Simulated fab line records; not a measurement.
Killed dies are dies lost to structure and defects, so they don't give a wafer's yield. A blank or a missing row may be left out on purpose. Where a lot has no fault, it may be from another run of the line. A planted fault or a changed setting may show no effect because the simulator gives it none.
fab line records + flow sky130
record
- lots=13
- wafers=38
- last-day=50
route steps=708 shown VIA1@459 METAL2@483
lots that met no fault: taken from a fault-free run of the same line
start-h: hours from the record's first day to the start of the lot's first wafer shown + wait-h: hours from the lot's prior step to this one + " repeats the value in the row above + L1.1+2: a single row standing in for several wafers + - no value, or no start was given + * or withheld: withheld + < > ~ a bound
route shown NAME@n: names a module that has steps shown in the file, with the first one's number in the route + usual: average and standard deviation across the fault-free wafers + same: alike in all rows + chamber/n: place in a boat + sites: the reading at each site + _std_site: their standard deviation + _edge_site: the outer-site mean with the inner-site mean subtracted + radius-mm: for every site, how far away it sits from the centre of the wafer + mask NAME#n: copy n + behind: the tool/chamber that last shaped the wafer + hold: what put the lot on hold/how long, in hours/how the hold closed + device: which transistor (n, p or np) failed to switch + end of line: at the end of the route, the tests of the same wafers + where a step has no rows: the recipe by itself + killed: the dies lost at the first sort to structure and to defects; this is not the yield of the wafer + map: per-die view of a wafer (x killed, . not killed, _ where there is no die)
set.NAME: setting as actually run; set.NAME@STEP: the setting as run at that earlier step + model.NAME: the simulator's own value behind a step, which no gauge read
route steps across a sampled set of lots; one table per step, one row per wafer
services: the hour from which a tool's chamber was out of use, counted from the record's first day as start-h (under 0 if before that day), plus the number of hours and why
## steps
# step SKY_VIA1_THK_MEAS_01
# recipe
- reads=SiO2_of_VIA1_HDPCVD_00
# usual
- VIA1_HDPCVD_THK=1031/16
| lot.wafer | tool          | chamber | start-h | wait-h | VIA1_HDPCVD_THK[nm] |
|-----------|---------------|---------|---------|--------|---------------------|
| L819.4    | film-metro-02 | -       | 786.18  | 0.0    | 1012                |
| L819.5    | "             | -       | "       | "      | 1020                |
| L819.6    | "             | -       | "       | "      | 1035                |
| L818.1    | film-metro-03 | -       | 786.46  | 0.1    | 1058                |
| L818.5    | "             | -       | "       | "      | 1058                |
| L818.6    | "             | -       | "       | "      | 1058                |
| L820.3    | film-metro-04 | -       | 787.97  | 0.1    | 1018                |
| L820.5    | "             | -       | "       | "      | 1018                |
| L820.6    | "             | -       | "       | "      | 1051                |
| L821.1    | film-metro-04 | -       | 796.90  | 0.1    | 1044                |
| L821.2    | "             | -       | "       | "      | 1040                |
| L821.3    | "             | -       | "       | "      | 1047                |
| L822.1    | film-metro-04 | -       | 806.72  | 0.1    | 1013                |
| L822.3    | "             | -       | "       | "      | 1058                |
| L822.6    | "             | -       | "       | "      | 1045                |
| L825.1    | film-metro-02 | -       | 833.46  | 0.1    | 1029                |
| L825.4    | "             | -       | "       | "      | 1018                |
| L825.5    | "             | -       | "       | "      | 1031                |
| L828.2    | film-metro-03 | -       | 848.23  | 0.1    | 1040                |
| L828.4    | "             | -       | "       | "      | 1017                |
| L828.6    | "             | -       | "       | "      | 1016                |
| L832.1    | film-metro-02 | -       | 880.86  | 0.1    | 1020                |
| L832.3    | "             | -       | "       | "      | 1009                |
| L832.4    | "             | -       | "       | "      | 1012                |
| L836.1    | film-metro-04 | -       | 925.01  | 0.1    | 1002                |
| L836.3    | "             | -       | "       | "      | 1014                |
| L836.5    | "             | -       | "       | "      | 1008                |
| L837.2    | film-metro-04 | -       | 927.95  | 0.1    | 1008                |
| L837.4    | "             | -       | "       | "      | 1013                |
| L837.6    | "             | -       | "       | "      | 1002                |
| L835.2    | film-metro-03 | -       | 931.13  | 0.1    | 1061                |
| L835.5    | "             | -       | "       | "      | 1045                |
| L839.1    | film-metro-04 | -       | 931.86  | 0.1    | 1042                |
| L839.4    | "             | -       | "       | "      | 1041                |
| L839.5    | "             | -       | "       | "      | 1036                |
| L840.1    | film-metro-03 | -       | 938.09  | 0.1    | 1045                |
| L840.2    | "             | -       | "       | "      | 1057                |
| L840.4    | "             | -       | "       | "      | 1039                |
# step SKY_VIA1_CD_MEAS_12
# recipe
- target-cd-nm=150
# usual
- cd-nm=150.0/1.9
| lot.wafer | tool      | chamber | start-h | wait-h | cd-nm |
|-----------|-----------|---------|---------|--------|-------|
| L819.4    | cd-sem-01 | -       | 812.73  | -      | 149.1 |
| L819.5    | "         | -       | "       | "      | 148.4 |
| L819.6    | "         | -       | "       | "      | 150.6 |
| L818.1    | cd-sem-02 | -       | 813.02  | -      | 149.4 |
| L818.5    | "         | -       | "       | "      | 147.5 |
| L818.6    | "         | -       | "       | "      | 149.6 |
| L820.3    | cd-sem-01 | -       | 814.55  | -      | 151.5 |
| L820.5    | "         | -       | "       | "      | 151.6 |
| L820.6    | "         | -       | "       | "      | 150.9 |
| L821.1    | cd-sem-01 | -       | 822.88  | -      | 149.7 |
| L821.2    | "         | -       | "       | "      | 149.2 |
| L821.3    | "         | -       | "       | "      | 150.5 |
| L822.1    | cd-sem-02 | -       | 832.93  | -      | 149.1 |
| L822.3    | "         | -       | "       | "      | 150.4 |
| L822.6    | "         | -       | "       | "      | 148.8 |
| L825.1    | cd-sem-01 | -       | 860.22  | -      | 149.6 |
| L825.4    | "         | -       | "       | "      | 150.9 |
| L825.5    | "         | -       | "       | "      | 149.7 |
| L828.2    | cd-sem-01 | -       | 874.33  | -      | 150.4 |
| L828.4    | "         | -       | "       | "      | 149.1 |
| L828.6    | "         | -       | "       | "      | 150.3 |
| L832.1    | cd-sem-02 | -       | 906.41  | -      | 151.3 |
| L832.3    | "         | -       | "       | "      | 148.0 |
| L832.4    | "         | -       | "       | "      | 149.7 |
| L836.1    | cd-sem-02 | -       | 950.38  | -      | 150.1 |
| L836.3    | "         | -       | "       | "      | 150.3 |
| L836.5    | "         | -       | "       | "      | 150.4 |
| L837.2    | cd-sem-02 | -       | 952.74  | -      | 150.3 |
| L837.4    | "         | -       | "       | "      | 150.5 |
| L837.6    | "         | -       | "       | "      | 149.0 |
| L835.2    | cd-sem-01 | -       | 956.59  | -      | 148.9 |
| L835.5    | "         | -       | "       | "      | 147.9 |
| L839.1    | cd-sem-02 | -       | 957.18  | -      | 147.6 |
| L839.4    | "         | -       | "       | "      | 147.0 |
| L839.5    | "         | -       | "       | "      | 147.2 |
| L840.1    | cd-sem-01 | -       | 962.87  | -      | 150.7 |
| L840.2    | "         | -       | "       | "      | 151.0 |
| L840.4    | "         | -       | "       | "      | 152.0 |
# step SKY_VIA1_ETCH_14
# recipe
- chemistry=N2/H2
- target=BARC
- ion-energy-ev=200
- source-w=500
- bias-w=100
- pressure-mtorr=30
- n2-flow-sccm=100
- h2-flow-sccm=200
- stop-on=SiO2
- time-s=45.9
- target-depth-a=600
# usual
- drypump-motor-current-A=5.9/0.46
- n2-flow-sccm=100.03/0.29
- oes-product-au=0.854/0.0046
- run-length-s=74.2/0.49
- throttle-valve-pct=13.224/0.0084
| lot.wafer | tool        | chamber | start-h | wait-h | drypump-motor-current-A | n2-flow-sccm | oes-product-au | rf-hours-counter-h | run-length-s | throttle-valve-pct |
|-----------|-------------|---------|---------|--------|-------------------------|--------------|----------------|--------------------|--------------|--------------------|
| L819.4    | rie-diel-01 | 0       | 812.83  | 0.0    | 6.2                     | 99.90        | 0.853          | 27                 | 74.9         | 13.227             |
| L819.5    | "           | 2       | "       | "      | 5.0                     | 100.40       | 0.854          | -                  | 74.5         | 13.222             |
| L819.6    | "           | 1       | "       | "      | 5.6                     | 100.51       | 0.860          | -                  | 74.7         | 13.216             |
| L818.1    | rie-diel-02 | 1       | 813.18  | 0.0    | 6.7                     | 100.12       | 0.851          | 8                  | 74.8         | 13.223             |
| L818.5    | "           | 3       | "       | "      | 5.9                     | 99.81        | 0.859          | -                  | 74.2         | 13.223             |
| L818.6    | "           | 0       | "       | "      | 5.6                     | 99.71        | 0.851          | -                  | 73.9         | 13.235             |
| L820.3    | rie-diel-01 | 3       | 814.67  | 0.0    | 5.4                     | 100.14       | 0.848          | 13                 | 74.5         | 13.229             |
| L820.5    | "           | 1       | "       | "      | 5.6                     | 99.99        | 0.858          | -                  | 74.8         | 13.228             |
| L820.6    | "           | 0       | "       | "      | 6.2                     | 99.76        | 0.857          | -                  | 74.9         | 13.223             |
| L821.1    | rie-diel-01 | 1       | 823.03  | 0.0    | 5.6                     | 100.00       | 0.847          | 7                  | 74.6         | 13.243             |
| L821.2    | "           | 0       | "       | "      | 6.2                     | 100.27       | 0.967          | 28                 | 52.0         | 13.227             |
| L821.3    | "           | 3       | "       | "      | 5.4                     | 99.85        | 0.860          | 13                 | 74.2         | 13.237             |
| L822.1    | rie-diel-03 | 3       | 833.08  | 0.0    | 5.9                     | 100.23       | 0.858          | 10                 | 73.9         | 13.222             |
| L822.3    | "           | 2       | "       | "      | 5.7                     | 100.27       | 0.862          | 4                  | 74.6         | 13.235             |
| L822.6    | "           | 0       | "       | "      | 6.4                     | 100.23       | 0.851          | -                  | 73.6         | 13.223             |
| L825.1    | rie-diel-02 | 0       | 860.38  | 0.0    | 5.5                     | 99.51        | 0.855          | 4                  | 73.8         | 13.216             |
| L825.4    | "           | 1       | "       | "      | 6.7                     | 99.91        | 0.852          | 9                  | 74.5         | 13.224             |
| L825.5    | "           | 2       | "       | "      | 6.3                     | 100.05       | 0.855          | -                  | 73.9         | 13.237             |
| L828.2    | rie-diel-02 | 2       | 874.47  | 0.0    | 6.3                     | 99.97        | 0.858          | 9                  | 73.8         | 13.236             |
| L828.4    | "           | 0       | "       | "      | 5.6                     | 99.95        | 0.849          | 4                  | 74.4         | 13.236             |
| L828.6    | "           | 1       | "       | "      | 6.7                     | 99.84        | 0.860          | -                  | 74.6         | 13.234             |
| L832.1    | rie-diel-03 | 1       | 906.57  | 0.0    | 6.5                     | 100.44       | 0.848          | 6                  | 73.8         | 13.236             |
| L832.3    | "           | 3       | "       | "      | 5.9                     | 99.78        | 0.859          | 12                 | 73.4         | 13.225             |
| L832.4    | "           | 0       | "       | "      | 6.3                     | 99.64        | 0.854          | 3                  | 73.4         | 13.223             |
| L836.1    | rie-diel-03 | 0       | 950.54  | 0.0    | 6.4                     | 100.34       | 0.852          | 4                  | 73.6         | 13.219             |
| L836.3    | "           | 3       | "       | "      | 5.9                     | 100.18       | 0.851          | 13                 | 74.0         | 13.224             |
| L836.5    | "           | 2       | "       | "      | 5.7                     | 100.32       | 0.846          | -                  | 74.6         | 13.222             |
| L837.2    | rie-diel-01 | 3       | 952.87  | 0.0    | 5.4                     | 100.52       | 0.850          | 17                 | 74.3         | 13.221             |
| L837.4    | "           | 1       | "       | "      | 5.6                     | 99.44        | 0.855          | 11                 | 74.5         | 13.220             |
| L837.6    | "           | 2       | "       | "      | 5.0                     | 99.74        | 0.851          | -                  | 74.5         | 13.229             |
| L835.2    | rie-diel-02 | 0       | 956.72  | 0.0    | 5.5                     | 99.97        | 0.859          | 7                  | 74.5         | 13.225             |
| L835.5    | "           | 3       | "       | "      | 5.9                     | 99.85        | 0.863          | -                  | 74.7         | 13.212             |
| L839.1    | rie-diel-01 | 1       | 957.34  | 0.0    | 5.6                     | 99.92        | 0.843          | 11                 | 74.5         | 13.221             |
| L839.4    | "           | 2       | "       | "      | 5.0                     | 100.45       | 0.848          | 21                 | 74.6         | 13.226             |
| L839.5    | "           | 2       | "       | "      | 5.0                     | 100.03       | 0.851          | -                  | 74.6         | 13.230             |
| L840.1    | rie-diel-01 | 2       | 963.02  | 0.0    | 5.0                     | 100.03       | 0.854          | 21                 | 74.5         | 13.218             |
| L840.2    | "           | 1       | "       | "      | 5.6                     | 99.54        | 0.852          | 11                 | 74.5         | 13.217             |
| L840.4    | "           | 0       | "       | "      | 6.1                     | 99.51        | 0.859          | 2                  | 75.1         | 13.233             |
# step SKY_VIA1_ETCH_15
# recipe
- target=SiO2
- chemistry=C4F8/O2/Ar
- target-depth-nm=351
- stop-on=TiN
- mask-material=KrF-thick
- source-w=1500
- bias-w=1200
- pressure-mtorr=40
- c4f8-flow-sccm=withheld
- O2_flow_sccm=6
- Ar_flow_sccm=300
- time-s=54
# usual
- oes-product-au=0.978/0.0072
- run-length-s=82.4/0.52
| lot.wafer | tool        | chamber | start-h | wait-h | oes-product-au | rf-hours-counter-h | run-length-s |
|-----------|-------------|---------|---------|--------|----------------|--------------------|--------------|
| L819.4    | rie-diel-01 | 0       | 812.87  | 0.0    | 0.967          | 27                 | 83.0         |
| L819.5    | "           | 2       | "       | "      | 0.983          | -                  | 83.4         |
| L819.6    | "           | 1       | "       | "      | 0.978          | -                  | 82.5         |
| L818.1    | rie-diel-02 | 1       | 813.22  | 0.0    | 0.988          | 8                  | 82.9         |
| L818.5    | "           | 3       | "       | "      | 0.987          | -                  | 82.5         |
| L818.6    | "           | 0       | "       | "      | 0.989          | -                  | 82.0         |
| L820.3    | rie-diel-01 | 3       | 814.71  | 0.0    | 0.984          | 13                 | 82.3         |
| L820.5    | "           | 1       | "       | "      | 0.975          | -                  | 82.4         |
| L820.6    | "           | 0       | "       | "      | 0.960          | -                  | 83.1         |
| L821.1    | rie-diel-01 | 1       | 823.08  | 0.0    | 0.985          | 7                  | 82.5         |
| L821.2    | "           | 0       | "       | "      | 0.376          | 28                 | 83.2         |
| L821.3    | "           | 3       | "       | "      | 0.972          | 13                 | 82.2         |
| L822.1    | rie-diel-03 | 3       | 833.13  | 0.0    | 0.970          | 10                 | 81.8         |
| L822.3    | "           | 2       | "       | "      | 0.965          | 4                  | 82.4         |
| L822.6    | "           | 0       | "       | "      | 0.979          | -                  | 81.6         |
| L825.1    | rie-diel-02 | 0       | 860.42  | 0.0    | 0.981          | 4                  | 82.1         |
| L825.4    | "           | 1       | "       | "      | 0.977          | 9                  | 82.4         |
| L825.5    | "           | 2       | "       | "      | 0.995          | -                  | 82.0         |
| L828.2    | rie-diel-02 | 2       | 874.51  | 0.0    | 0.978          | 9                  | 81.9         |
| L828.4    | "           | 0       | "       | "      | 0.995          | 4                  | 82.3         |
| L828.6    | "           | 1       | "       | "      | 0.981          | -                  | 82.6         |
| L832.1    | rie-diel-03 | 1       | 906.61  | 0.0    | 0.970          | 6                  | 81.9         |
| L832.3    | "           | 3       | "       | "      | 0.976          | 12                 | 81.5         |
| L832.4    | "           | 0       | "       | "      | 0.965          | 3                  | 82.1         |
| L836.1    | rie-diel-03 | 0       | 950.58  | 0.0    | 0.978          | 4                  | 81.3         |
| L836.3    | "           | 3       | "       | "      | 0.979          | 13                 | 82.0         |
| L836.5    | "           | 2       | "       | "      | 0.982          | -                  | 83.2         |
| L837.2    | rie-diel-01 | 3       | 952.91  | 0.0    | 0.972          | 17                 | 82.4         |
| L837.4    | "           | 1       | "       | "      | 0.979          | 11                 | 82.4         |
| L837.6    | "           | 2       | "       | "      | 0.979          | -                  | 82.7         |
| L835.2    | rie-diel-02 | 0       | 956.76  | 0.0    | 0.983          | 7                  | 82.3         |
| L835.5    | "           | 3       | "       | "      | 0.983          | -                  | 82.5         |
| L839.1    | rie-diel-01 | 1       | 957.38  | 0.0    | 0.980          | 11                 | 82.6         |
| L839.4    | "           | 2       | "       | "      | 0.989          | 21                 | 82.9         |
| L839.5    | "           | 2       | "       | "      | 0.994          | -                  | 82.4         |
| L840.1    | rie-diel-01 | 2       | 963.06  | 0.0    | 0.984          | 21                 | 82.9         |
| L840.2    | "           | 1       | "       | "      | 0.978          | 11                 | 82.7         |
| L840.4    | "           | 0       | "       | "      | 0.965          | 2                  | 82.9         |
# step SKY_VIA1_STRIP_16
# recipe
- chemistry=O2/N2
- power-w=1400
- pressure-mtorr=1500
- platen-temp-c=withheld
- o2-flow-sccm=3000
- n2-flow-sccm=300
- overash-fraction=0.5
# usual
- drypump-motor-current-A=5.8/0.5
- n2-flow-sccm=300.1/0.86
- oes-product-au=0.416/0.0046
- strip-time-to-endpoint-s=4.473/0.026
| lot.wafer | tool            | chamber | start-h | wait-h | drypump-motor-current-A | n2-flow-sccm | oes-product-au | rf-hours-counter-h | strip-time-to-endpoint-s |
|-----------|-----------------|---------|---------|--------|-------------------------|--------------|----------------|--------------------|--------------------------|
| L819.4    | plasma-asher-04 | 0       | 812.95  | 0.1    | 5.8                     | 298.9        | 0.429          | -                  | 4.528                    |
| L819.5    | "               | 1       | "       | "      | 6.1                     | 299.0        | 0.416          | -                  | 4.473                    |
| L819.6    | "               | 0       | "       | "      | 5.8                     | 299.8        | 0.417          | -                  | 4.510                    |
| L818.1    | plasma-asher-03 | 1       | 813.27  | 0.0    | 5.1                     | 300.5        | 0.412          | 97                 | 4.473                    |
| L818.5    | "               | 1       | "       | "      | 5.1                     | 300.9        | 0.412          | -                  | 4.453                    |
| L818.6    | "               | 0       | "       | "      | 6.1                     | 299.4        | 0.416          | -                  | 4.437                    |
| L820.3    | plasma-asher-03 | 1       | 814.79  | 0.1    | 5.1                     | 300.3        | 0.419          | -                  | 4.439                    |
| L820.5    | "               | 1       | "       | "      | 5.1                     | 301.6        | 0.412          | -                  | 4.493                    |
| L820.6    | "               | 0       | "       | "      | 6.1                     | 300.0        | 0.410          | -                  | 4.488                    |
| L821.1    | plasma-asher-03 | 0       | 823.12  | 0.0    | 6.1                     | 300.0        | 0.422          | 98                 | 4.490                    |
| L821.2    | "               | 1       | "       | "      | 5.1                     | 301.5        | 0.424          | 98                 | 4.711                    |
| L821.3    | "               | 0       | "       | "      | 6.1                     | 299.5        | 0.411          | -                  | 4.465                    |
| L822.1    | plasma-asher-03 | 1       | 833.17  | 0.0    | 5.1                     | 298.1        | 0.418          | 99                 | 4.499                    |
| L822.3    | "               | 0       | "       | "      | 6.1                     | 300.0        | 0.412          | -                  | 4.494                    |
| L822.6    | "               | 0       | "       | "      | 6.1                     | 299.6        | 0.408          | -                  | 4.487                    |
| L825.1    | plasma-asher-04 | 1       | 860.47  | 0.0    | 6.1                     | 300.5        | 0.414          | 12                 | 4.469                    |
| L825.4    | "               | 1       | "       | "      | 6.1                     | 300.7        | 0.425          | -                  | 4.466                    |
| L825.5    | "               | 0       | "       | "      | 5.7                     | 301.5        | 0.414          | -                  | 4.446                    |
| L828.2    | plasma-asher-03 | 1       | 874.56  | 0.0    | 5.1                     | 299.8        | 0.415          | 103                | 4.456                    |
| L828.4    | "               | 1       | "       | "      | 5.1                     | 300.6        | 0.421          | -                  | 4.450                    |
| L828.6    | "               | 1       | "       | "      | 5.0                     | 300.2        | 0.421          | -                  | 4.469                    |
| L832.1    | plasma-asher-04 | 0       | 906.66  | 0.0    | 5.8                     | 299.9        | 0.412          | 16                 | 4.490                    |
| L832.3    | "               | 0       | "       | "      | 5.8                     | 299.4        | 0.413          | -                  | 4.479                    |
| L832.4    | "               | 1       | "       | "      | 6.1                     | 300.4        | 0.413          | -                  | 4.503                    |
| L836.1    | plasma-asher-04 | 1       | 950.62  | 0.0    | 6.1                     | 300.3        | 0.426          | 21                 | 4.517                    |
| L836.3    | "               | 0       | "       | "      | 5.8                     | 298.9        | 0.415          | -                  | 4.499                    |
| L836.5    | "               | 1       | "       | "      | 6.1                     | 299.8        | 0.417          | -                  | 4.506                    |
| L837.2    | plasma-asher-01 | 0       | 952.96  | 0.0    | 6.6                     | 298.9        | 0.413          | 85                 | 4.498                    |
| L837.4    | "               | 0       | "       | "      | 6.6                     | 299.3        | 0.412          | -                  | 4.466                    |
| L837.6    | "               | 0       | "       | "      | 6.6                     | 299.7        | 0.417          | -                  | 4.469                    |
| L835.2    | plasma-asher-03 | 1       | 956.81  | 0.0    | 5.1                     | 298.6        | 0.408          | 111                | 4.451                    |
| L835.5    | "               | 0       | "       | "      | 6.1                     | 299.8        | 0.419          | -                  | 4.438                    |
| L839.1    | plasma-asher-03 | 0       | 957.42  | 0.0    | 6.1                     | 300.5        | 0.413          | 111                | 4.485                    |
| L839.4    | "               | 1       | "       | "      | 5.1                     | 300.9        | 0.416          | -                  | 4.439                    |
| L839.5    | "               | 1       | "       | "      | 5.1                     | 300.5        | 0.416          | -                  | 4.461                    |
| L840.1    | plasma-asher-03 | 1       | 963.11  | 0.0    | 5.1                     | 298.4        | 0.409          | 111                | 4.458                    |
| L840.2    | "               | 0       | "       | "      | 6.1                     | 300.0        | 0.415          | 111                | 4.489                    |
| L840.4    | "               | 1       | "       | "      | 5.1                     | 299.8        | 0.430          | -                  | 4.497                    |
# step SKY_METAL2_SPUTTER_00
# recipe
- material=Ti
- target-thk-nm=15
- power-w=3000
- time-s=10
- chamber-pressure-pa=0.4
# usual
- throttle-valve-pct=29.9/1
| lot.wafer | tool           | chamber | start-h | wait-h | throttle-valve-pct |
|-----------|----------------|---------|---------|--------|--------------------|
| L819.4    | pvd-sputter-02 | -       | 814.14  | 0.2    | 30.9               |
| L819.5    | "              | -       | "       | "      | 31.2               |
| L819.6    | "              | -       | "       | "      | 30.4               |
| L818.1    | pvd-sputter-04 | -       | 814.49  | 0.1    | 29.4               |
| L818.5    | "              | -       | "       | "      | 28.0               |
| L818.6    | "              | -       | "       | "      | 29.2               |
| L820.3    | pvd-sputter-04 | -       | 815.98  | 0.1    | 30.1               |
| L820.5    | "              | -       | "       | "      | 28.0               |
| L820.6    | "              | -       | "       | "      | 29.6               |
| L821.1    | pvd-sputter-02 | -       | 824.35  | 0.2    | 30.9               |
| L821.3    | "              | -       | "       | "      | 30.5               |
| L822.1    | pvd-sputter-03 | -       | 834.44  | 0.1    | 29.8               |
| L822.3    | "              | -       | "       | "      | 29.9               |
| L822.6    | "              | -       | "       | "      | 29.5               |
| L825.1    | pvd-sputter-02 | -       | 861.70  | 0.1    | 30.6               |
| L825.4    | "              | -       | "       | "      | 31.3               |
| L825.5    | "              | -       | "       | "      | 30.3               |
| L828.2    | pvd-sputter-02 | -       | 875.89  | 0.1    | 30.3               |
| L828.4    | "              | -       | "       | "      | 31.0               |
| L828.6    | "              | -       | "       | "      | 30.4               |
| L832.1    | pvd-sputter-02 | -       | 907.92  | 0.2    | 31.4               |
| L832.3    | "              | -       | "       | "      | 30.1               |
| L832.4    | "              | -       | "       | "      | 30.7               |
| L836.1    | pvd-sputter-04 | -       | 951.86  | 0.1    | 30.9               |
| L836.3    | "              | -       | "       | "      | 29.5               |
| L836.5    | "              | -       | "       | "      | 27.8               |
| L837.2    | pvd-sputter-04 | -       | 954.22  | 0.1    | 29.6               |
| L837.4    | "              | -       | "       | "      | 31.4               |
| L837.6    | "              | -       | "       | "      | 28.1               |
| L835.2    | pvd-sputter-04 | -       | 958.05  | 0.1    | 28.2               |
| L835.5    | "              | -       | "       | "      | 28.4               |
| L839.1    | pvd-sputter-03 | -       | 958.84  | 0.2    | 30.1               |
| L839.4    | "              | -       | "       | "      | 29.5               |
| L839.5    | "              | -       | "       | "      | 30.3               |
| L840.1    | pvd-sputter-04 | -       | 964.40  | 0.1    | 31.3               |
| L840.2    | "              | -       | "       | "      | 29.5               |
| L840.4    | "              | -       | "       | "      | 30.1               |
## services
| tool            | chamber | start-h | hours | kind           |
|-----------------|---------|---------|-------|----------------|
| rie-diel-01     | 1       | 802.71  | 4.0   | repair         |
| plasma-asher-03 | -       | 807.09  | 1.6   | repair         |
| pvd-sputter-03  | -       | 810.51  | 3.1   | repair         |
| plasma-asher-01 | -       | 811.22  | 5.8   | repair         |
| plasma-asher-03 | -       | 820.61  | 0.4   | repair         |
| pvd-sputter-04  | -       | 824.75  | 1.0   | repair         |
| rie-diel-02     | 3       | 826.35  | -     | clean          |
| rie-diel-02     | 3       | 826.35  | 18.0  | scheduled-down |
| pvd-sputter-04  | -       | 838.07  | 2.5   | repair         |
| pvd-sputter-02  | -       | 850.79  | 6.3   | repair         |
| rie-diel-01     | 0       | 859.92  | -     | clean          |
| rie-diel-01     | 0       | 859.92  | 20.4  | scheduled-down |
| rie-diel-01     | 0       | 859.92  | 20.4  | vent-cycle     |
| rie-diel-03     | 3       | 894.05  | 1.6   | repair         |
| rie-diel-02     | 0       | 915.99  | 2.6   | repair         |
| plasma-asher-04 | -       | 920.58  | 3.0   | repair         |
| rie-diel-03     | 0       | 920.76  | 11.0  | repair         |
| rie-diel-02     | 2       | 929.66  | 22.8  | repair         |
| pvd-sputter-03  | -       | 929.87  | 11.8  | repair         |
| plasma-asher-03 | -       | 935.92  | 0.7   | repair         |
| plasma-asher-03 | -       | 949.93  | 4.3   | pm             |
| pvd-sputter-02  | -       | 956.01  | 14.5  | repair         |
| plasma-asher-01 | -       | 957.01  | 2.8   | pm             |
| pvd-sputter-02  | -       | 963.60  | 5.1   | repair         |
## key
first-sign
- step=SKY_VIA1_ETCH_14
- reading=run-length-s
- direction=down
- sigmas=46
- usual=*
- struck=*
effect
- step=SKY_VIA1_ETCH_14
- reading=oes-product-au
- direction=up
- sigmas=24
- usual=0.854
- struck=0.967
effect
- step=SKY_VIA1_ETCH_15
- reading=oes-product-au
- direction=down
- sigmas=84
- usual=0.978
- struck=0.376
effect
- step=SKY_VIA1_STRIP_16
- reading=strip-time-to-endpoint-s
- direction=up
- sigmas=9
- usual=*
- struck=*
effect
- step=SKY_METAL2_SPUTTER_00
- reading=visit
- direction=missing
met-at SKY_VIA1_ETCH_14
struck-lots L821
struck-wafers L821.2
later-rows-left-out L821.2
sort-left-out L821.2
not-acting-at SKY_VIA1_THK_MEAS_01,SKY_VIA1_CD_MEAS_12
onset-between 814.67 823.03
fault
- kind=process-parameter-drift
- tool=rie-diel-01
- chamber=0
- onset-h=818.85
- steps=SKY_VIA1_ETCH_14
- channel=time-s
- offset=*
- shape=step
- end-h=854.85
- acts-in=*
- stated=*
# sort-left-out: the simulated sort isn't trusted on such a fault, so these wafers' sort isn't shown, and their yield isn't known
# later-rows-left-out: the simulator's readings of these wafers behind a module that went badly wrong aren't trusted and aren't shown, but for the sort
